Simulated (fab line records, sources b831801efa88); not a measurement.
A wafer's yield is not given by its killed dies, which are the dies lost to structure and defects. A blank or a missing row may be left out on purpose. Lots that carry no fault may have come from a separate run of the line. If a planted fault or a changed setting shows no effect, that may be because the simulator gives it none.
fab line records -- flow sky130
[record] lots = 5, wafers = 15, lastDay = 49
route steps=708 shown SONOS_ONO@186 GATE_OXIDE@187 POLY_GATE@204 RES_PROTECT@206
lots that met no fault: taken from a fault-free run of the same line
startH: hours from the record's opening day to when the first of the lot's shown wafers began -- waitH: hours elapsed since this lot's preceding step -- " the same as in the row above -- L1.1+2: a row that stands for several wafers -- - no value, or no start was given -- * or withheld: withheld -- < > ~ a bound
route shown NAME@n: NAME is a module with steps in the file, n the number in the route of the first one -- usual: the fault-free wafers' mean and standard deviation -- same: alike in all rows -- chamber/n: place in a boat -- sites: each site's reading -- _std_site: their standard deviation -- _edge_site: outer sites' mean less inner sites' -- radiusMm: how far each site lies from the wafer's centre -- mask NAME#n: copy n -- behind: the last tool/chamber to shape the wafer -- hold: the reason the lot was held/the length of the hold in hours/how it ended -- device: whichever transistor did not switch (one of n, p or np) -- end of line: tests of these same wafers at the route's end -- for a step that has no rows: nothing shown but its recipe -- killed: not the wafer's yield, but the dies lost to structure and defects at the first sort -- map: dies across one wafer; x = killed, . = not, _ = none there
set.NAME: the run value of the setting; set.NAME@STEP: its run value at that earlier step -- model.NAME: the simulator's own value behind a step, which no gauge read
lots at some steps of the route; a table a step, a row a wafer
services: a tool's chamber out of use, with start hour (startH, from the record's first day; less than 0 if before it), hours out, and reason
[[steps]]
[step SKY_SONOS_ONO_WET_ETCH_18]
[recipe] chemistry = H3PO4, targetDepthNm = 15, target = Si3N4, tempC = 160, timeS = 172
lot.wafer,tool,chamber,startH,waitH
L074.1+2+6,wetBench-03,3,281.31,0.1
L075.1+4+6,wetBench-03,2,302.39,0.1
L087.1+2+5,wetBench-02,0,386.95,0.1
L090.1+2+5,wetBench-02,3,422.73,0.1
L092.1+3+5,wetBench-03,0,435.18,0.1
[step SKY_GATE_OXIDE_CLEAN_00]
[recipe] chemistry = SC1/SC2, mix = 1:4:20, tempC = 70, timeS = 150, dry = n2Spin
lot.wafer,tool,chamber,startH,waitH
L074.1+2+6,wetBench-01,3,281.36,0.0
L075.1+4+6,wetBench-02,1,302.45,0.0
L087.1+2+5,wetBench-03,3,387.00,0.0
L090.1+2+5,wetBench-03,2,422.79,0.0
L092.1+3+5,wetBench-02,2,435.25,0.0
[step SKY_GATE_OXIDE_OXIDATION_01]
[recipe] tempC = 900, ambient = O2, stabiliseS = 600, purgeS = 300, targetThkA = 102.68, oxTimeS = 1473
lot.wafer,tool,chamber,startH,waitH
L074.1+2+6,furnace-01,0,283.82,2.4
L075.1+4+6,furnace-01,0,304.36,1.9
L087.1+2+5,furnace-01,0,394.32,7.3
L090.1+2+5,furnace-01,0,423.88,1.0
L092.1+3+5,furnace-01,0,436.25,1.0
[step SKY_GATE_OXIDE_THK_MEAS_02]
[recipe] reads = SiO2_of_GATE_OXIDE_OXIDATION_01
[usual] GATE_OXIDE_OXIDATION_00_THK = 10.19/0.16
lot.wafer,tool,chamber,startH,waitH,GATE_OXIDE_OXIDATION_00_THK[nm]
L074.1,filmMetro-01,-,285.22,0.0,10.32
L074.2,filmMetro-01,-,285.22,0.0,10.26
L074.6,filmMetro-01,-,285.22,0.0,10.32
L075.1,filmMetro-01,-,305.77,0.0,10.11
L075.4,filmMetro-01,-,305.77,0.0,9.94
L075.6,filmMetro-01,-,305.77,0.0,10.04
L087.1,filmMetro-01,-,395.73,0.0,10.28
L087.2,filmMetro-01,-,395.73,0.0,10.32
L087.5,filmMetro-01,-,395.73,0.0,10.36
L090.1,filmMetro-02,-,425.29,0.0,10.22
L090.2,filmMetro-02,-,425.29,0.0,10.30
L090.5,filmMetro-02,-,425.29,0.0,10.18
L092.1,filmMetro-01,-,437.66,0.0,10.39
L092.3,filmMetro-01,-,437.66,0.0,10.30
L092.5,filmMetro-01,-,437.66,0.0,10.40
[step SKY_GATE_OXIDE_DEHYDRATE_03]
[recipe] tempC = 200, timeS = 60
[usual] plateTempC = 200.02/0.16
lot.wafer,tool,chamber,startH,waitH,plateTempC
L074.1,lithoTrack-01,0,296.79,11.6,199.94
L074.2,lithoTrack-01,0,296.79,11.6,199.85
L074.6,lithoTrack-01,0,296.79,11.6,200.05
L075.1,lithoTrack-01,0,318.09,12.3,200.06
L075.4,lithoTrack-01,0,318.09,12.3,199.85
L075.6,lithoTrack-01,0,318.09,12.3,200.12
L087.1,lithoTrack-01,0,409.43,13.7,199.87
L087.2,lithoTrack-01,0,409.43,13.7,199.86
L087.5,lithoTrack-01,0,409.43,13.7,199.95
L090.1,lithoTrack-04,0,440.34,15.0,200.06
L090.2,lithoTrack-04,0,440.34,15.0,199.85
L090.5,lithoTrack-04,0,440.34,15.0,200.00
L092.1,lithoTrack-04,0,451.54,13.9,200.16
L092.3,lithoTrack-04,0,451.54,13.9,200.28
L092.5,lithoTrack-04,0,451.54,13.9,199.98
[step SKY_GATE_OXIDE_HMDS_04]
[recipe] primeTimeS = 60, primeTempC = 120
lot.wafer,tool,chamber,startH,waitH
L074.1+2+6,lithoTrack-01,0,296.94,0.1
L075.1+4+6,lithoTrack-01,0,318.24,0.1
L087.1+2+5,lithoTrack-01,0,409.58,0.1
L090.1+2+5,lithoTrack-04,0,440.49,0.1
L092.1+3+5,lithoTrack-04,0,451.69,0.1
[step SKY_GATE_OXIDE_COAT_05]
[recipe] resist = NOVOLAK, spinRpm = 3000, resistThkNm = 1140
lot.wafer,tool,chamber,startH,waitH
L074.1+2+6,lithoTrack-01,0,297.09,0.1
L075.1+4+6,lithoTrack-01,0,318.39,0.1
L087.1+2+5,lithoTrack-01,0,409.73,0.1
L090.1+2+5,lithoTrack-04,0,440.64,0.1
L092.1+3+5,lithoTrack-04,0,451.84,0.1
[step SKY_GATE_OXIDE_SOFTBAKE_06]
[recipe] tempC = 90, timeS = 60, resist = NOVOLAK
[usual] plateTempC = 89.97/0.13
lot.wafer,tool,chamber,startH,waitH,plateTempC
L074.1,lithoTrack-01,0,297.24,0.1,89.92
L074.2,lithoTrack-01,0,297.24,0.1,89.87
L074.6,lithoTrack-01,0,297.24,0.1,89.89
L075.1,lithoTrack-01,0,318.54,0.1,89.88
L075.4,lithoTrack-01,0,318.54,0.1,89.74
L075.6,lithoTrack-01,0,318.54,0.1,90.08
L087.1,lithoTrack-01,0,409.88,0.1,89.95
L087.2,lithoTrack-01,0,409.88,0.1,89.94
L087.5,lithoTrack-01,0,409.88,0.1,90.00
L090.1,lithoTrack-04,0,440.79,0.1,90.10
L090.2,lithoTrack-04,0,440.79,0.1,90.10
L090.5,lithoTrack-04,0,440.79,0.1,90.29
L092.1,lithoTrack-04,0,451.99,0.1,89.72
L092.3,lithoTrack-04,0,451.99,0.1,89.69
L092.5,lithoTrack-04,0,451.99,0.1,89.83
[step SKY_GATE_OXIDE_EXPOSE_07]
[recipe] maskId = LVOM, na = 0.6, sourceShape = conventional, sigmaOuter = 0.6, polarization = unpolarized, targetCdNm = 600, doseMj = 170
[usual] stageVelMmS = 499.98/0.25
lot.wafer,tool,chamber,startH,waitH,mask,stageVelMmS
L074.1,ilineStepper-02,0,-,-,LVOM#0,500.33
L074.2,ilineStepper-02,0,-,-,LVOM#0,500.07
L074.6,ilineStepper-02,0,-,-,LVOM#0,500.21
L075.1,ilineStepper-01,0,-,-,LVOM#0,499.94
L075.4,ilineStepper-01,0,-,-,LVOM#0,500.65
L075.6,ilineStepper-01,0,-,-,LVOM#0,500.34
L087.1,ilineStepper-01,0,-,-,LVOM#0,500.05
L087.2,ilineStepper-01,0,-,-,LVOM#0,499.58
L087.5,ilineStepper-01,0,-,-,LVOM#0,499.79
L090.1,ilineStepper-01,0,-,-,LVOM#0,500.28
L090.2,ilineStepper-01,0,-,-,LVOM#0,500.72
L090.5,ilineStepper-01,0,-,-,LVOM#0,499.85
L092.1,ilineStepper-01,0,-,-,LVOM#0,500.02
L092.3,ilineStepper-01,0,-,-,LVOM#0,499.84
L092.5,ilineStepper-01,0,-,-,LVOM#0,500.16
[step SKY_GATE_OXIDE_PEB_08]
[recipe] tempC = withheld, timeS = *, resist = NOVOLAK
lot.wafer,tool,chamber,startH,waitH
L074.1+2+6,lithoTrack-01,0,-,-
L075.1+4+6,lithoTrack-02,0,-,-
L087.1+2+5,lithoTrack-04,0,-,-
L090.1+2+5,lithoTrack-02,0,-,-
L092.1+3+5,lithoTrack-01,0,-,-
[step SKY_GATE_OXIDE_DEVELOP_09]
[recipe] resist = NOVOLAK, developer = TMAH, developTimeS = 60, devTempC = 23
lot.wafer,tool,chamber,startH,waitH
L074.1+2+6,lithoTrack-01,0,310.39,0.1
L075.1+4+6,lithoTrack-02,0,331.44,0.1
L087.1+2+5,lithoTrack-04,0,423.79,0.1
L090.1+2+5,lithoTrack-02,0,455.64,0.1
L092.1+3+5,lithoTrack-01,0,467.43,0.1
[step SKY_GATE_OXIDE_OVL_MEAS_10]
[usual] GATE_OXIDE_OVL = 1.2/1.4
lot.wafer,tool,chamber,startH,waitH,GATE_OXIDE_OVL[nm]
L074.1,overlay-01,-,310.54,0.1,3.9
L074.2,overlay-01,-,310.54,0.1,2.4
L074.6,overlay-01,-,310.54,0.1,2.5
L075.1,overlay-01,-,331.59,0.1,1.1
L075.4,overlay-01,-,331.59,0.1,1.3
L075.6,overlay-01,-,331.59,0.1,-0.3
L087.1,overlay-01,-,423.94,0.1,3.1
L087.2,overlay-01,-,423.94,0.1,3.6
L087.5,overlay-01,-,423.94,0.1,2.3
L090.1,overlay-02,-,455.79,0.1,1.5
L090.2,overlay-02,-,455.79,0.1,0.8
L090.5,overlay-02,-,455.79,0.1,0.3
L092.1,overlay-01,-,467.58,0.1,0.5
L092.3,overlay-01,-,467.58,0.1,-0.4
L092.5,overlay-01,-,467.58,0.1,0.6
[step SKY_GATE_OXIDE_IMPLANT_11]
[recipe] species = B, energyKev = 10, doseCm2 = 2.6e+12, tiltDeg = withheld
lot.wafer,tool,chamber,startH,waitH
L074.1+2+6,implanter-02,0,310.57,0.0
L075.1+4+6,implanter-03,0,331.62,0.0
L087.1+2+5,implanter-03,0,423.97,0.0
L090.1+2+5,implanter-03,0,455.82,0.0
L092.1+3+5,implanter-03,0,467.62,0.0
[step SKY_GATE_OXIDE_WET_ETCH_12]
[recipe] chemistry = dHF, targetDepthNm = 16.8, dry = n2Spin, target = SiO2, dilution = 100:1, tempC = 25, timeS = 336
lot.wafer,tool,chamber,startH,waitH
L074.1+2+6,wetBench-02,1,310.72,0.1
L075.1+4+6,wetBench-02,1,331.77,0.1
L087.1+2+5,wetBench-01,1,424.12,0.1
L090.1+2+5,wetBench-02,2,455.97,0.1
L092.1+3+5,wetBench-03,3,467.77,0.1
[step SKY_GATE_OXIDE_STRIP_13]
[recipe] chemistry = O2/N2, powerW = 1400, pressureMtorr = 1500, platenTempC = withheld, o2FlowSccm = 3000, n2FlowSccm = 300, overashFraction = 0.5
[usual] drypumpMotorCurrentA = 6.0/0.33, n2FlowSccm = 300.0/0.92, oesProductAu = 0.716/0.0047, stripTimeToEndpointS = 14.17/0.043
lot.wafer,tool,chamber,startH,waitH,drypumpMotorCurrentA,n2FlowSccm,oesProductAu,rfHoursCounterH,stripTimeToEndpointS
L074.1,plasmaAsher-01,0,310.82,0.0,5.8,300.2,0.714,64,14.18
L074.2,plasmaAsher-01,1,310.82,0.0,6.0,300.3,0.715,64,14.18
L074.6,plasmaAsher-01,1,310.82,0.0,6.0,300.7,0.717,-,14.18
L075.1,plasmaAsher-01,1,331.89,0.0,6.0,301.3,0.715,66,14.15
L075.4,plasmaAsher-01,0,331.89,0.0,5.8,299.2,0.712,-,14.16
L075.6,plasmaAsher-01,0,331.89,0.0,5.8,299.4,0.723,-,14.19
L087.1,plasmaAsher-04,1,424.23,0.0,5.8,299.2,0.718,59,14.12
L087.2,plasmaAsher-04,0,424.23,0.0,6.4,299.5,0.713,59,14.15
L087.5,plasmaAsher-04,1,424.23,0.0,5.8,299.2,0.716,-,14.14
L090.1,plasmaAsher-03,0,456.18,0.0,6.6,301.9,0.719,74,14.18
L090.2,plasmaAsher-03,1,456.18,0.0,5.4,301.4,0.710,74,14.15
L090.5,plasmaAsher-03,0,456.18,0.0,6.5,300.9,0.711,-,14.18
L092.1,plasmaAsher-03,1,467.88,0.0,5.5,299.9,0.722,75,14.12
L092.3,plasmaAsher-03,0,467.88,0.0,6.6,301.4,0.721,-,14.18
L092.5,plasmaAsher-03,0,467.88,0.0,6.6,300.9,0.714,-,14.07
[step SKY_GATE_OXIDE_TW_MEAS_14]
[usual] GATE_OXIDE_TW = 223/3.3
lot.wafer,tool,chamber,startH,waitH,GATE_OXIDE_TW
L074.1,filmMetro-01,-,310.92,0.1,220
L074.2,filmMetro-01,-,310.92,0.1,221
L074.6,filmMetro-01,-,310.92,0.1,220
L075.1,filmMetro-02,-,331.99,0.1,226
L075.4,filmMetro-02,-,331.99,0.1,226
L075.6,filmMetro-02,-,331.99,0.1,226
L087.1,filmMetro-02,-,424.33,0.1,224
L087.2,filmMetro-02,-,424.33,0.1,225
L087.5,filmMetro-02,-,424.33,0.1,226
L090.1,filmMetro-03,-,456.28,0.1,218
L090.2,filmMetro-03,-,456.28,0.1,218
L090.5,filmMetro-03,-,456.28,0.1,221
L092.1,filmMetro-03,-,467.98,0.1,219
L092.3,filmMetro-03,-,467.98,0.1,219
L092.5,filmMetro-03,-,467.98,0.1,219
[step SKY_GATE_OXIDE_CLEAN_15]
[recipe] chemistry = SC1/SC2, mix = 1:4:20, tempC = 70, timeS = 150, dry = n2Spin
lot.wafer,tool,chamber,startH,waitH
L074.1+2+6,wetBench-03,2,310.98,0.1
L075.1+4+6,wetBench-01,3,332.05,0.1
L087.1+2+5,wetBench-03,0,424.39,0.1
L090.1+2+5,wetBench-01,0,456.34,0.1
L092.1+3+5,wetBench-02,1,468.04,0.1
[step SKY_GATE_OXIDE_OXIDATION_16]
[recipe] tempC = 796.6, ambient = O2, idleTempC = 700, rampUpCPerMin = 10, rampDownCPerMin = 3, stabiliseS = 600, purgeS = 300, targetThkA = 35.7, oxTimeS = 1915
lot.wafer,tool,chamber,startH,waitH
L074.1+2+6,furnace-01,0,314.85,3.8
L075.1+4+6,furnace-02,0,332.59,0.5
L087.1+2+5,furnace-02,0,425.01,0.6
L090.1+2+5,furnace-02,0,456.59,0.2
L092.1+3+5,furnace-02,0,468.12,0.0
[step SKY_POLY_GATE_CVD_00]
[recipe] material = poly-Si, targetThkNm = 180, tempC = 620, timeS = 720, pressureMtorr = 200
lot.wafer,tool,chamber,startH,waitH
L074.1+2+6,lpcvd-01,1,316.38,0.0
L075.1+4+6,lpcvd-01,0,334.12,0.0
L087.1+2+5,lpcvd-01,1,426.55,0.0
L090.1+2+5,lpcvd-01,0,458.12,0.0
L092.1+3+5,lpcvd-01,0,469.65,0.0
[step SKY_POLY_GATE_THK_MEAS_01]
[recipe] reads = poly-Si_of_POLY_GATE_CVD_00
[usual] POLY_GATE_CVD_00_THK = 180.0/2
lot.wafer,tool,chamber,startH,waitH,POLY_GATE_CVD_00_THK[nm]
L074.1,filmMetro-03,-,317.58,0.0,179.9
L074.2,filmMetro-03,-,317.58,0.0,181.0
L074.6,filmMetro-03,-,317.58,0.0,180.3
L075.1,filmMetro-04,-,335.92,0.0,178.3
L075.4,filmMetro-04,-,335.92,0.0,178.4
L075.6,filmMetro-04,-,335.92,0.0,179.5
L087.1,filmMetro-03,-,427.75,0.0,181.0
L087.2,filmMetro-03,-,427.75,0.0,177.8
L087.5,filmMetro-03,-,427.75,0.0,179.7
L090.1,filmMetro-04,-,459.32,0.0,177.6
L090.2,filmMetro-04,-,459.32,0.0,178.5
L090.5,filmMetro-04,-,459.32,0.0,178.0
L092.1,filmMetro-04,-,470.85,0.0,179.1
L092.3,filmMetro-04,-,470.85,0.0,178.5
L092.5,filmMetro-04,-,470.85,0.0,178.4
[step SKY_RES_PROTECT_DEHYDRATE_00]
[recipe] tempC = 200, timeS = 60
[usual] plateTempC = 199.97/0.15
lot.wafer,tool,chamber,startH,waitH,plateTempC
L074.1,lithoTrack-04,0,330.04,12.4,200.04
L074.2,lithoTrack-04,0,330.04,12.4,200.05
L074.6,lithoTrack-04,0,330.04,12.4,199.89
L075.1,lithoTrack-04,0,349.74,13.8,199.40
L075.4,lithoTrack-04,0,349.74,13.8,199.82
L075.6,lithoTrack-04,0,349.74,13.8,199.68
L087.1,lithoTrack-03,0,442.82,15.1,200.16
L087.2,lithoTrack-03,0,442.82,15.1,200.11
L087.5,lithoTrack-03,0,442.82,15.1,200.33
L090.1,lithoTrack-04,0,473.34,14.0,200.12
L090.2,lithoTrack-04,0,473.34,14.0,200.00
L090.5,lithoTrack-04,0,473.34,14.0,200.19
L092.1,lithoTrack-04,0,484.79,13.9,200.24
L092.3,lithoTrack-04,0,484.79,13.9,199.75
L092.5,lithoTrack-04,0,484.79,13.9,200.12
[step SKY_RES_PROTECT_HMDS_01]
[recipe] primeTimeS = 60, primeTempC = 120
lot.wafer,tool,chamber,startH,waitH
L074.1+2+6,lithoTrack-04,0,330.19,0.1
L075.1+4+6,lithoTrack-04,0,349.89,0.1
L087.1+2+5,lithoTrack-03,0,442.97,0.1
L090.1+2+5,lithoTrack-04,0,473.49,0.1
L092.1+3+5,lithoTrack-04,0,484.94,0.1
[step SKY_RES_PROTECT_COAT_02]
[recipe] resist = NOVOLAK, spinRpm = 3000, resistThkNm = 1140
lot.wafer,tool,chamber,startH,waitH
L074.1+2+6,lithoTrack-04,0,330.34,0.1
L075.1+4+6,lithoTrack-04,0,350.04,0.1
L087.1+2+5,lithoTrack-03,0,443.12,0.1
L090.1+2+5,lithoTrack-04,0,473.64,0.1
L092.1+3+5,lithoTrack-04,0,485.09,0.1
[step SKY_RES_PROTECT_SOFTBAKE_03]
[recipe] tempC = 90, timeS = 60, resist = NOVOLAK
[usual] plateTempC = 90.00/0.13
lot.wafer,tool,chamber,startH,waitH,plateTempC
L074.1,lithoTrack-04,0,330.49,0.1,90.15
L074.2,lithoTrack-04,0,330.49,0.1,90.13
L074.6,lithoTrack-04,0,330.49,0.1,90.10
L075.1,lithoTrack-04,0,350.19,0.1,89.80
L075.4,lithoTrack-04,0,350.19,0.1,89.89
L075.6,lithoTrack-04,0,350.19,0.1,89.79
L087.1,lithoTrack-03,0,443.27,0.1,89.95
L087.2,lithoTrack-03,0,443.27,0.1,90.11
L087.5,lithoTrack-03,0,443.27,0.1,89.78
L090.1,lithoTrack-04,0,473.79,0.1,89.77
L090.2,lithoTrack-04,0,473.79,0.1,89.91
L090.5,lithoTrack-04,0,473.79,0.1,90.05
L092.1,lithoTrack-04,0,485.24,0.1,89.87
L092.3,lithoTrack-04,0,485.24,0.1,89.81
L092.5,lithoTrack-04,0,485.24,0.1,89.79
[step SKY_RES_PROTECT_EXPOSE_04]
[recipe] maskId = RPM, na = 0.6, sourceShape = conventional, sigmaOuter = 0.6, polarization = unpolarized, targetCdNm = 1270, doseMj = 131
[usual] stageVelMmS = 500.00/0.27
lot.wafer,tool,chamber,startH,waitH,mask,stageVelMmS
L074.1,ilineStepper-01,0,-,-,RPM#0,500.33
L074.2,ilineStepper-01,0,-,-,RPM#0,499.91
L074.6,ilineStepper-01,0,-,-,RPM#0,499.69
L075.1,ilineStepper-02,0,-,-,RPM#0,499.47
L075.4,ilineStepper-02,0,-,-,RPM#0,499.56
L075.6,ilineStepper-02,0,-,-,RPM#0,499.52
L087.1,ilineStepper-02,0,-,-,RPM#0,499.63
L087.2,ilineStepper-02,0,-,-,RPM#0,499.86
L087.5,ilineStepper-02,0,-,-,RPM#0,499.99
L090.1,ilineStepper-02,0,-,-,RPM#0,500.14
L090.2,ilineStepper-02,0,-,-,RPM#0,500.01
L090.5,ilineStepper-02,0,-,-,RPM#0,500.24
L092.1,ilineStepper-01,0,-,-,RPM#0,499.82
L092.3,ilineStepper-01,0,-,-,RPM#0,499.81
L092.5,ilineStepper-01,0,-,-,RPM#0,499.76
[step SKY_RES_PROTECT_PEB_05]
[recipe] tempC = withheld, timeS = *, resist = NOVOLAK
lot.wafer,tool,chamber,startH,waitH
L074.1+2+6,lithoTrack-03,0,-,-
L075.1+4+6,lithoTrack-04,0,-,-
L087.1+2+5,lithoTrack-03,0,-,-
L090.1+2+5,lithoTrack-02,0,-,-
L092.1+3+5,lithoTrack-04,0,-,-
[step SKY_RES_PROTECT_DEVELOP_06]
[recipe] resist = NOVOLAK, developer = TMAH, developTimeS = 60, devTempC = 23
lot.wafer,tool,chamber,startH,waitH
L074.1+2+6,lithoTrack-03,0,344.12,0.1
L075.1+4+6,lithoTrack-04,0,364.44,0.1
L087.1+2+5,lithoTrack-03,0,457.77,0.1
L090.1+2+5,lithoTrack-02,0,489.69,0.1
L092.1+3+5,lithoTrack-04,0,500.64,0.1
[step SKY_POLY_GATE_IMPLANT_02]
[recipe] species = P, energyKev = 30, doseCm2 = 7.7e+15, tiltDeg = 0
lot.wafer,tool,chamber,startH,waitH
L074.1+2+6,implanter-04,0,344.27,0.1
L075.1+4+6,implanter-02,0,364.59,0.1
L087.1+2+5,implanter-02,0,457.92,0.1
L090.1+2+5,implanter-04,0,489.84,0.1
L092.1+3+5,implanter-02,0,500.79,0.1
[step SKY_RES_PROTECT_STRIP_07]
[recipe] chemistry = O2/N2, powerW = 1400, pressureMtorr = 1500, platenTempC = withheld, o2FlowSccm = 3000, n2FlowSccm = 300, overashFraction = 0.5
[usual] drypumpMotorCurrentA = 6.1/0.36, n2FlowSccm = 300.1/0.86, oesProductAu = 0.517/0.0043, stripTimeToEndpointS = 23.30/0.044
lot.wafer,tool,chamber,startH,waitH,drypumpMotorCurrentA,n2FlowSccm,oesProductAu,rfHoursCounterH,stripTimeToEndpointS
L074.1,plasmaAsher-02,0,344.42,0.1,6.3,300.4,0.527,23,23.29
L074.2,plasmaAsher-02,1,344.42,0.1,5.8,300.4,0.516,23,23.30
L074.6,plasmaAsher-02,0,344.42,0.1,6.3,300.1,0.516,-,23.26
L075.1,plasmaAsher-03,0,364.74,0.1,6.6,300.1,0.520,65,23.27
L075.4,plasmaAsher-03,1,364.74,0.1,5.4,300.4,0.510,-,23.30
L075.6,plasmaAsher-03,1,364.74,0.1,5.4,298.6,0.514,-,23.32
L087.1,plasmaAsher-04,1,458.07,0.1,5.8,299.5,0.513,63,23.36
L087.2,plasmaAsher-04,0,458.07,0.1,6.4,299.1,0.515,63,23.31
L087.5,plasmaAsher-04,0,458.07,0.1,6.4,300.6,0.512,-,23.34
L090.1,plasmaAsher-02,1,489.99,0.1,5.8,300.3,0.512,37,23.30
L090.2,plasmaAsher-02,0,489.99,0.1,6.3,299.3,0.514,37,23.33
L090.5,plasmaAsher-02,0,489.99,0.1,6.3,300.1,0.511,-,23.28
L092.1,plasmaAsher-02,0,500.94,0.1,6.3,301.2,0.520,38,23.29
L092.3,plasmaAsher-02,0,500.94,0.1,6.3,299.0,0.510,-,23.31
L092.5,plasmaAsher-02,0,500.94,0.1,6.3,299.0,0.520,-,23.30
[[services]]
tool,chamber,startH,hours,kind
implanter-03,-,264.41,8.6,pm
implanter-02,-,265.56,3.0,pm
furnace-02,-,271.52,3.9,pm
furnace-01,-,276.26,3.6,pm
lpcvd-01,-,294.82,14.6,pm
furnace-02,-,297.83,3.9,pm
furnace-02,-,308.94,5.5,repair
furnace-01,-,311.09,2.3,repair
ilineStepper-02,-,311.12,4.4,pm
implanter-03,-,311.76,4.4,pm
wetBench-03,-,330.65,0.7,repair
ilineStepper-01,-,348.18,1.7,pm
furnace-01,-,349.97,3.6,pm
ilineStepper-01,-,350.92,5.8,repair
ilineStepper-02,-,355.39,5.4,repair
furnace-02,-,360.54,29.4,repair
ilineStepper-02,-,362.65,1.7,pm
implanter-02,-,370.63,7.4,pm
furnace-02,-,389.94,25.7,pm
ilineStepper-01,-,413.89,3.4,repair
implanter-02,-,415.57,7.4,repair
furnace-02,-,438.19,4.8,pm
wetBench-01,-,438.22,9.9,repair
ilineStepper-01,-,491.35,4.1,repair
[[key]]
fault none
